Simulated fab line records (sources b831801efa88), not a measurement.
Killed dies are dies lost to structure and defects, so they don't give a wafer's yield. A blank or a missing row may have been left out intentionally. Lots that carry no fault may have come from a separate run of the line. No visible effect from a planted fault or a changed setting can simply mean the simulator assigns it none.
A single fault, viewed from 2 desks ; flow gf180mcu ; each desk holds nothing but its own numbers, with what lay behind them at the end

## THE TOOL OWNER'S DESK: rtp_anneal-01
Per lot that ran on this tool, the mean of the sampled wafers carrying a number, from the tool's own readings at GF_SALICIDE_RTA_06 (time 30 s). A lot is out of limits, marked OUT, if its mean lies more than 4 standard deviations from the usual mean; the brackets give that distance.
Columns: A = chamber_o2_ppm at GF_SALICIDE_RTA_06, usual 2.003; B = lamp_power_pct at GF_SALICIDE_RTA_06, usual 5.29 %; C = wafer_temp_C_max at GF_SALICIDE_RTA_06, usual 532.0
lot;first seen here;A;B;C
L151;day 15 23:11;1.983;5.50;531.4
L154;day 17 00:41;1502.000 (+99 or more) OUT;5.49;531.6
L155;day 17 09:25;1501.967 (+99 or more) OUT;5.50;531.3
L156;day 17 20:50;1502.033 (+99 or more) OUT;5.48;531.4
L165;day 20 20:46;2.001;5.49;531.5
L166;day 21 08:31;2.002;5.49;531.4
L167;day 21 16:25;2.003;5.49;531.1
L169;day 22 10:10;1.974;5.49;531.3
L171;day 23 00:09;1.983;5.50;531.2
This desk's finding: out of limits on L154, L155, L156; first on L154, day 17 00:41 (chamber_o2_ppm at GF_SALICIDE_RTA_06). L151, L165, L166, L167, L169, L171 stayed within limits.

## THE METROLOGY DESK
Means of the sampled wafers that have a number, per lot and without regard to the tool the lot ran on: this is what the gauges read. A lot is out of limits, marked OUT, if its mean lies more than 4 standard deviations from the usual mean; the brackets give that distance.
Columns: A = NSD_TW at GF_NSD_TW_MEAS_12, usual 4236; B = CONTACT_BOW at GF_CONTACT_BOW_MEAS_05, usual 66 um
lot;first seen here;A;B
L151;day 14 03:49;4258;59
L154;day 15 03:04;4245;67
L155;day 15 12:19;4229;67
L156;day 15 21:02;4255;66
L162;day 17 18:16;4258;67
L164;day 18 11:54;4249;65
L165;day 18 18:26;4243;63
L166;day 19 07:09;4220;69
L167;day 19 15:08;4220;69
L168;day 19 21:55;4260;67
L169;day 20 08:27;4256;67
L170;day 20 17:23;4236;64
L171;day 20 23:24;4253;61
L172;day 21 03:20;4230;68
Result from this desk: across the 14 lots, nothing is out of limits.

## BROUGHT TOGETHER
An alarm could have come from the tool owner's desk at day 17 00:41, on L154, L155, L156.
From the metrology desk's view, nothing was out of limits.
The metrology desk has L154, L155, L156 on record, within its limits.
Every lot named ran GF_SALICIDE_RTA_06 on rtp_anneal-01.

## WHAT WAS PUT IN BY THE SIMULATOR
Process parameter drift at GF_SALICIDE_RTA_06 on rtp_anneal-01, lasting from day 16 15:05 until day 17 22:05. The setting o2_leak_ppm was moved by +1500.
Lots struck among those shown: L154, L155, L156.
Each desk's first reading out of limits, in hours after the fault started: the tool owner's desk, 10.
